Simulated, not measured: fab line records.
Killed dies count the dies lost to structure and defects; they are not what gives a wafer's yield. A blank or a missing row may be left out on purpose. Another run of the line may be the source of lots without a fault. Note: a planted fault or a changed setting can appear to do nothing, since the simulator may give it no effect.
Comparing a struck lot with a sound one | flow sfqLine | 13 out of 325 route steps
Sound: wafers L381.1, L381.2, L381.6. Struck: wafers L384.1, L384.2, L384.6. At the end, the cause is stated.
Per side, at each step with rows, come the tool, then ch with its chambers, and then its first start. Under that, the readings that differ: sound wafers | struck wafers | difference of the means | sigmas: that difference in standard deviations of wafers without a fault.
alike: words and numbers the same on both sides, and readings whose means are apart by under 2 such deviations; not compared: readings that were withheld, readings missing a value for some wafer, numbers with overlapping values and no deviation given by the record, and bounds like >300 which may hide the same value.
The two part at a step that has a row with sigmas, a row that says differs or no value, or rows on one side only. Numbers that have no deviation but don't overlap get no sigmas and don't part them. Lack of a reading on every wafer of one side parts them only where that side has two or more wafers.

SFQ_TRILAYER_C5_ETCH_VIA_ETCH_154: etches SiO2 in CHF3, stops on Nb, target depth 84 nm.
  sound on rieDiel-02 ch 0,2, day 78 19:35; struck on rieDiel-02 ch 0,1,2, day 80 00:03
  alike: biasW, drypumpMotorCurrentA, oesProductAu
SFQ_TRILAYER_C5_STRIP_STRIP_155: strips in O2.
  sound on rieMetal-03 ch 0,1, day 78 19:38; struck on rieMetal-04 ch 0,1, day 80 00:06
  alike: drypumpMotorCurrentA, oesProductAu
  not compared: rfHoursCounterH
then, 2 steps without rows for these wafers: SFQ_TRILAYER_C5_STRIP_SOLV_CLEAN_156 (cleans in NMP, time 600 s); SFQ_TRILAYER_M6_DEP_PRE_CLEAN_158 (time 22.5 s).
SFQ_TRILAYER_M6_DEP_SPUTTER_157: material Nb, target thk 200 nm, time 133.3 s.
  sound: pvdSputter-06 at day 78 20:27; struck: pvdSputter-06 at day 80 00:54
  alike: basePressurePa, throttleValvePct
SFQ_M6_RS_MEAS_938: measures by four-point-probe.
  sound: filmMetro-03 at day 78 20:32; struck: filmMetro-04 at day 80 00:59
  alike: M6_NB_RS
then, 5 steps without rows for these wafers: SFQ_TRILAYER_M6_LITHO_COAT_164 (resist thk 60.96 nm); SFQ_TRILAYER_M6_LITHO_COAT_159 (resist thk 600 nm); SFQ_TRILAYER_M6_LITHO_SOFTBAKE_163; SFQ_TRILAYER_M6_LITHO_EXPOSE_160 (exposes mask M6, target cd 500 nm); SFQ_TRILAYER_M6_LITHO_PEB_162 (peb time 60 s).
SFQ_TRILAYER_M6_LITHO_DEVELOP_161: time 60 s.
  struck on lithoTrack-02, day 80 05:13; sound on lithoTrack-03 ch 0, day 79 00:10
  no value came back on the struck wafers for chillPlateTempC (C), exhaustPa (Pa), resistLineTempC (C); on the sound wafers chillPlateTempC (C) reads 23.07 23.09 22.96
reading                                            | sound           | struck            | difference | sigmas
model.KrF_of_TRILAYER_M6_LITHO_COAT_159.thkNm (nm) | 574.4 575 574.3 | 601.4 602.4 602.1 | +27.4      | 
SFQ_M6_OVL_MEAS_940:
  sound: overlay-02 at day 79 00:19; struck: overlay-02 at day 80 05:22
reading     | sound  | struck | difference                    | sigmas
M6_OVL (nm) | 0 11 1 | - - -  | no value on the struck wafers | 

## WHERE THEY PART
First at SFQ_TRILAYER_M6_LITHO_DEVELOP_161; last, within this record, at SFQ_M6_OVL_MEAS_940.

WHY: whatever the simulator had introduced
At SFQ_TRILAYER_M6_LITHO_DEVELOP_161, the step was skipped entirely on lithoTrack-02 from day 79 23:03 on. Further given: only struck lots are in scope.
